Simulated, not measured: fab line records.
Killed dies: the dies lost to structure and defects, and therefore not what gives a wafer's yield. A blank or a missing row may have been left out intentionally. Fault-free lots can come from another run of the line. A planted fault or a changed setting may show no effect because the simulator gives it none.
Which tool did it? / flow sky130 / 33 wafers from 11 lots sampled at 5 of the route's 708 steps

WHAT THE GAUGES READ, wafer by wafer
SKY_CAP2M_THK_MEAS_01.
lot=L279; measured=day 40 08:13; on=film_metro-02; CAP2M_CVD_00_THK (nm)=15.57 15.70 15.45
lot=L281; measured=day 41 08:22; on=film_metro-04; CAP2M_CVD_00_THK (nm)=15.42 15.82 15.61
lot=L283; measured=day 41 20:05; on=film_metro-04; CAP2M_CVD_00_THK (nm)=15.28 15.61 15.71
lot=L286; measured=day 43 00:01; on=film_metro-03; CAP2M_CVD_00_THK (nm)=15.40 15.47 15.66
lot=L287; measured=day 43 03:16; on=film_metro-04; CAP2M_CVD_00_THK (nm)=15.14 15.54 15.59
lot=L289; measured=day 43 15:50; on=film_metro-04; CAP2M_CVD_00_THK (nm)=15.38 27.53 27.26
lot=L291; measured=day 44 01:19; on=film_metro-03; CAP2M_CVD_00_THK (nm)=27.00 27.02 15.58
lot=L296; measured=day 45 12:14; on=film_metro-04; CAP2M_CVD_00_THK (nm)=15.54 15.67 15.50
lot=L297; measured=day 45 14:37; on=film_metro-04; CAP2M_CVD_00_THK (nm)=15.13 15.26 15.52
lot=L298; measured=day 45 19:16; on=film_metro-04; CAP2M_CVD_00_THK (nm)=15.12 15.56 15.40
lot=L300; measured=day 46 08:46; on=film_metro-02; CAP2M_CVD_00_THK (nm)=15.29 15.47 15.79

WHAT TOOL EACH LOT RAN ON (gives the tool, then ch and the chambers of the sampled wafers, and finally the start)
lot=L279; SKY_METAL2_ETCH_18=rie_metal-04 ch 0, day 35 19:00; SKY_METAL2_STRIP_20=plasma_asher-03 ch 0,1, day 35 19:16; SKY_CAPM_STRIP_14=plasma_asher-04 ch 0,1, day 38 01:47; SKY_CAP2M_CVD_00=pecvd-04 ch 0,1,2, day 40 08:11
lot=L281; SKY_METAL2_ETCH_18=rie_metal-01 ch 0,1, day 36 20:34; SKY_METAL2_STRIP_20=plasma_asher-04 ch 0,1, day 36 20:43; SKY_CAPM_STRIP_14=plasma_asher-01 ch 0,1, day 39 02:52; SKY_CAP2M_CVD_00=pecvd-03 ch 0,1,2, day 41 08:21
lot=L283; SKY_METAL2_ETCH_18=rie_metal-03 ch 0,1, day 37 09:44; SKY_METAL2_STRIP_20=plasma_asher-03 ch 0,1, day 37 09:53; SKY_CAPM_STRIP_14=plasma_asher-04 ch 0,1, day 39 15:13; SKY_CAP2M_CVD_00=pecvd-04 ch 1,2, day 41 20:04
lot=L286; SKY_METAL2_ETCH_18=rie_metal-04 ch 1, day 38 15:27; SKY_METAL2_STRIP_20=plasma_asher-04 ch 0,1, day 38 15:36; SKY_CAPM_STRIP_14=plasma_asher-02 ch 0, day 40 19:52; SKY_CAP2M_CVD_00=pecvd-04 ch 1,2, day 42 23:59
lot=L287; SKY_METAL2_ETCH_18=rie_metal-01 ch 1, day 38 19:10; SKY_METAL2_STRIP_20=plasma_asher-02 ch 0,1, day 38 19:19; SKY_CAPM_STRIP_14=plasma_asher-01 ch 0,1, day 40 23:02; SKY_CAP2M_CVD_00=pecvd-03 ch 0,1, day 43 03:14
lot=L289; SKY_METAL2_ETCH_18=rie_metal-03 ch 0,1, day 39 08:35; SKY_METAL2_STRIP_20=plasma_asher-04 ch 1, day 39 08:44; SKY_CAPM_STRIP_14=plasma_asher-02 ch 0,1, day 41 13:04; SKY_CAP2M_CVD_00=pecvd-04 ch 0,2, day 43 15:48
lot=L291; SKY_METAL2_ETCH_18=rie_metal-01 ch 0,1, day 39 20:13; SKY_METAL2_STRIP_20=plasma_asher-04 ch 0,1, day 39 20:23; SKY_CAPM_STRIP_14=plasma_asher-02 ch 0,1, day 41 23:10; SKY_CAP2M_CVD_00=pecvd-04 ch 0,2, day 44 01:16
lot=L296; SKY_METAL2_ETCH_18=rie_metal-03 ch 0, day 41 08:06; SKY_METAL2_STRIP_20=plasma_asher-03 ch 0,1, day 41 08:22; SKY_CAPM_STRIP_14=plasma_asher-04 ch 0,1, day 43 10:55; SKY_CAP2M_CVD_00=pecvd-02 ch 0,1,2, day 45 12:02
lot=L297; SKY_METAL2_ETCH_18=rie_metal-04 ch 0,1, day 41 09:55; SKY_METAL2_STRIP_20=plasma_asher-03 ch 0,1, day 41 10:07; SKY_CAPM_STRIP_14=plasma_asher-04 ch 0,1, day 43 12:37; SKY_CAP2M_CVD_00=pecvd-03 ch 1,2, day 45 14:35
lot=L298; SKY_METAL2_ETCH_18=rie_metal-03 ch 0, day 41 18:01; SKY_METAL2_STRIP_20=plasma_asher-02 ch 0,1, day 41 18:19; SKY_CAPM_STRIP_14=plasma_asher-01 ch 0,1, day 43 19:03; SKY_CAP2M_CVD_00=pecvd-02 ch 0,1,2, day 45 19:14
lot=L300; SKY_METAL2_ETCH_18=rie_metal-03 ch 0,1, day 42 06:58; SKY_METAL2_STRIP_20=plasma_asher-03 ch 0,1, day 42 07:07; SKY_CAPM_STRIP_14=plasma_asher-02 ch 0,1, day 44 08:32; SKY_CAP2M_CVD_00=pecvd-03 ch 0,2, day 46 08:44
- SKY_METAL2_ETCH_18: etches BARC in N2/H2, stops on SiO2, time 45.9 s, target depth 60 nm.
- SKY_METAL2_STRIP_20: strips in O2/N2.
- SKY_CAPM_STRIP_14: strips in O2/N2.
- SKY_CAP2M_CVD_00: deposits SiO2, target thk 15.5 nm.

WHAT THE TOOLS THEMSELVES READ (means of the sampled wafers that have a number; where no wafer has one, the mark that the record gives instead)
SKY_METAL2_ETCH_18.
lot=L279; tool=rie_metal-04; drypump_motor_current_A (A)=5.1; oes_product_au (a.u.)=0.856; throttle_valve_pct (%)=13.225
lot=L281; tool=rie_metal-01; drypump_motor_current_A (A)=6.2; oes_product_au (a.u.)=0.856; throttle_valve_pct (%)=13.218
lot=L283; tool=rie_metal-03; drypump_motor_current_A (A)=6.1; oes_product_au (a.u.)=0.860; throttle_valve_pct (%)=13.228
lot=L286; tool=rie_metal-04; drypump_motor_current_A (A)=6.0; oes_product_au (a.u.)=0.857; throttle_valve_pct (%)=13.228
lot=L287; tool=rie_metal-01; drypump_motor_current_A (A)=5.8; oes_product_au (a.u.)=0.853; throttle_valve_pct (%)=13.219
lot=L289; tool=rie_metal-03; drypump_motor_current_A (A)=6.0; oes_product_au (a.u.)=0.853; throttle_valve_pct (%)=13.228
lot=L291; tool=rie_metal-01; drypump_motor_current_A (A)=6.3; oes_product_au (a.u.)=0.856; throttle_valve_pct (%)=13.238
lot=L296; tool=rie_metal-03; drypump_motor_current_A (A)=5.9; oes_product_au (a.u.)=0.853; throttle_valve_pct (%)=13.229
lot=L297; tool=rie_metal-04; drypump_motor_current_A (A)=5.4; oes_product_au (a.u.)=0.851; throttle_valve_pct (%)=13.216
lot=L298; tool=rie_metal-03; drypump_motor_current_A (A)=6.0; oes_product_au (a.u.)=0.859; throttle_valve_pct (%)=13.234
lot=L300; tool=rie_metal-03; drypump_motor_current_A (A)=6.1; oes_product_au (a.u.)=0.856; throttle_valve_pct (%)=13.231

SKY_METAL2_STRIP_20.
lot=L279; tool=plasma_asher-03; drypump_motor_current_A (A)=5.6; oes_product_au (a.u.)=0.346; strip_time_to_endpoint_s (s)=2.69
lot=L281; tool=plasma_asher-04; drypump_motor_current_A (A)=5.5; oes_product_au (a.u.)=0.338; strip_time_to_endpoint_s (s)=2.70
lot=L283; tool=plasma_asher-03; drypump_motor_current_A (A)=5.7; oes_product_au (a.u.)=0.344; strip_time_to_endpoint_s (s)=2.75
lot=L286; tool=plasma_asher-04; drypump_motor_current_A (A)=5.9; oes_product_au (a.u.)=0.342; strip_time_to_endpoint_s (s)=2.71
lot=L287; tool=plasma_asher-02; drypump_motor_current_A (A)=5.4; oes_product_au (a.u.)=0.343; strip_time_to_endpoint_s (s)=2.68
lot=L289; tool=plasma_asher-04; drypump_motor_current_A (A)=6.3; oes_product_au (a.u.)=0.343; strip_time_to_endpoint_s (s)=2.73
lot=L291; tool=plasma_asher-04; drypump_motor_current_A (A)=5.9; oes_product_au (a.u.)=0.341; strip_time_to_endpoint_s (s)=2.69
lot=L296; tool=plasma_asher-03; drypump_motor_current_A (A)=5.7; oes_product_au (a.u.)=0.339; strip_time_to_endpoint_s (s)=2.67
lot=L297; tool=plasma_asher-03; drypump_motor_current_A (A)=5.6; oes_product_au (a.u.)=0.339; strip_time_to_endpoint_s (s)=2.69
lot=L298; tool=plasma_asher-02; drypump_motor_current_A (A)=5.6; oes_product_au (a.u.)=0.341; strip_time_to_endpoint_s (s)=2.65
lot=L300; tool=plasma_asher-03; drypump_motor_current_A (A)=5.7; oes_product_au (a.u.)=0.341; strip_time_to_endpoint_s (s)=2.67

SKY_CAPM_STRIP_14.
lot=L279; tool=plasma_asher-04; drypump_motor_current_A (A)=5.5; oes_product_au (a.u.)=0.712; strip_time_to_endpoint_s (s)=12.72
lot=L281; tool=plasma_asher-01; drypump_motor_current_A (A)=5.7; oes_product_au (a.u.)=0.705; strip_time_to_endpoint_s (s)=12.63
lot=L283; tool=plasma_asher-04; drypump_motor_current_A (A)=5.5; oes_product_au (a.u.)=0.707; strip_time_to_endpoint_s (s)=12.71
lot=L286; tool=plasma_asher-02; drypump_motor_current_A (A)=5.3; oes_product_au (a.u.)=0.713; strip_time_to_endpoint_s (s)=12.65
lot=L287; tool=plasma_asher-01; drypump_motor_current_A (A)=5.7; oes_product_au (a.u.)=0.709; strip_time_to_endpoint_s (s)=12.65
lot=L289; tool=plasma_asher-02; drypump_motor_current_A (A)=5.5; oes_product_au (a.u.)=0.716; strip_time_to_endpoint_s (s)=12.64
lot=L291; tool=plasma_asher-02; drypump_motor_current_A (A)=5.6; oes_product_au (a.u.)=0.710; strip_time_to_endpoint_s (s)=12.63
lot=L296; tool=plasma_asher-04; drypump_motor_current_A (A)=5.4; oes_product_au (a.u.)=0.711; strip_time_to_endpoint_s (s)=12.68
lot=L297; tool=plasma_asher-04; drypump_motor_current_A (A)=5.9; oes_product_au (a.u.)=0.709; strip_time_to_endpoint_s (s)=12.65
lot=L298; tool=plasma_asher-01; drypump_motor_current_A (A)=5.7; oes_product_au (a.u.)=0.713; strip_time_to_endpoint_s (s)=12.61
lot=L300; tool=plasma_asher-02; drypump_motor_current_A (A)=5.4; oes_product_au (a.u.)=0.710; strip_time_to_endpoint_s (s)=12.69

SKY_CAP2M_CVD_00.
lot=L279; tool=pecvd-04; heater_power_w (W)=823
lot=L281; tool=pecvd-03; heater_power_w (W)=854
lot=L283; tool=pecvd-04; heater_power_w (W)=822
lot=L286; tool=pecvd-04; heater_power_w (W)=785
lot=L287; tool=pecvd-03; heater_power_w (W)=792
lot=L289; tool=pecvd-04; heater_power_w (W)=919
lot=L291; tool=pecvd-04; heater_power_w (W)=882
lot=L296; tool=pecvd-02; heater_power_w (W)=832
lot=L297; tool=pecvd-03; heater_power_w (W)=952
lot=L298; tool=pecvd-02; heater_power_w (W)=763
lot=L300; tool=pecvd-03; heater_power_w (W)=845

THE ANSWER, worked out from the rows above alone
Rule: the usual values come from the lots themselves. Put in order of their means at a reading, lots are off if they are a third of the lots or fewer, leave a main group of 4 or more, and stand apart from it by a gap of 3 or more times the standard deviation of the main group's means; of several such gaps the widest counts. The tables above print the reading to a certain number of digits; a main group whose means all agree to those digits is not used. A lot without any number at a reading at which 4 lots or more have one is off too. The other lots that the step has rows for count as sound. First the gauges in route order, then the tools' own readings, where a lot's mean is used as printed above. The first step at which some lot is off is used, and at that step the reading that is off furthest; a lot without a number counts as furthest.
Off: L289, L291, seen at SKY_CAP2M_THK_MEAS_01 (CAP2M_CVD_00_THK). The main group: mean 15.49 nm, standard deviation 0.099.
If a tool, at a process step before that reading, ran all the lots that are off and no sound lot after the first of them, it fits. Those tools and the gauges at SKY_CAP2M_THK_MEAS_01 are tried in the same way. This does not decide it: 2 tools fit, namely plasma_asher-04 at SKY_METAL2_STRIP_20 and pecvd-04 at SKY_CAP2M_CVD_00.

WHAT THE SIMULATOR HAD INSERTED
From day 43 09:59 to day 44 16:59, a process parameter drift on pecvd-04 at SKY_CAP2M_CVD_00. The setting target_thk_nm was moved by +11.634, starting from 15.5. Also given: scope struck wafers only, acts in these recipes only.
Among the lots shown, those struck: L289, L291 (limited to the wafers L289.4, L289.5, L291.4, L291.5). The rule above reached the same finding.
